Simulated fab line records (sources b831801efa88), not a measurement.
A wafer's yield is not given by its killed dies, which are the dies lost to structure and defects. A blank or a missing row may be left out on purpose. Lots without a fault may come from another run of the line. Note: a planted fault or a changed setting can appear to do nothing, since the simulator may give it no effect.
Matching of chambers || flow sky130 || cmp-01 running SKY_CONTACT_CMP_04: 4 sister chambers
The step polishes SiO2. 4 wafers are shown with their chamber, then 7 later ones without.

WAFERS PAIRED WITH THEIR CHAMBERS
{"wafer": "L694.5", "chamber": 3, "timeToEndpointS (s)": 86}
{"wafer": "L694.6", "chamber": 2, "timeToEndpointS (s)": 79}
{"wafer": "L700.1", "chamber": 1, "timeToEndpointS (s)": 82}
{"wafer": "L700.2", "chamber": 0, "timeToEndpointS (s)": 85}

WAFERS WITHOUT THEIR CHAMBER
{"wafer": "L700.4", "timeToEndpointS (s)": 89}
{"wafer": "L701.2", "timeToEndpointS (s)": 82}
{"wafer": "L701.5", "timeToEndpointS (s)": 83}
{"wafer": "L701.6", "timeToEndpointS (s)": 86}
{"wafer": "L705.2", "timeToEndpointS (s)": 87}
{"wafer": "L705.5", "timeToEndpointS (s)": 81}
{"wafer": "L705.6", "timeToEndpointS (s)": 84}

CHAMBER TAKEN BY EACH
{"wafer": "L700.4", "from the rows above": "can't be placed: 3 or 0", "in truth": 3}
{"wafer": "L701.2", "from the rows above": 1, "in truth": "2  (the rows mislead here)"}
{"wafer": "L701.5", "from the rows above": "can't be placed: 1 or 0 or 3", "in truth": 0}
{"wafer": "L701.6", "from the rows above": "can't be placed: 3 or 0", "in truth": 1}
{"wafer": "L705.2", "from the rows above": "can't be placed: 3 or 0", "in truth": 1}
{"wafer": "L705.5", "from the rows above": "can't be placed: 1 or 2", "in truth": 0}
{"wafer": "L705.6", "from the rows above": "can't be placed: 0 or 1 or 3", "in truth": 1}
Placed correctly: 0 of 7. These rows do not allow placing 6 (true chamber among the candidates in 3). Number placed wrongly: 1.
How it was worked out, from the rows above alone: a wafer's distance from a chamber is the root of the sum, over the readings, of the square of ((its reading less the chamber's mean) divided by the reading's scatter). If the next closest chamber is less than 2 further off than the closest, the wafer can't be placed; otherwise it belongs to the closest. Each chamber's mean is taken over the wafers shown for it. The scatter: with one shown wafer a chamber, the root of the mean of the squares of how far each hidden wafer lies from its nearest shown one.
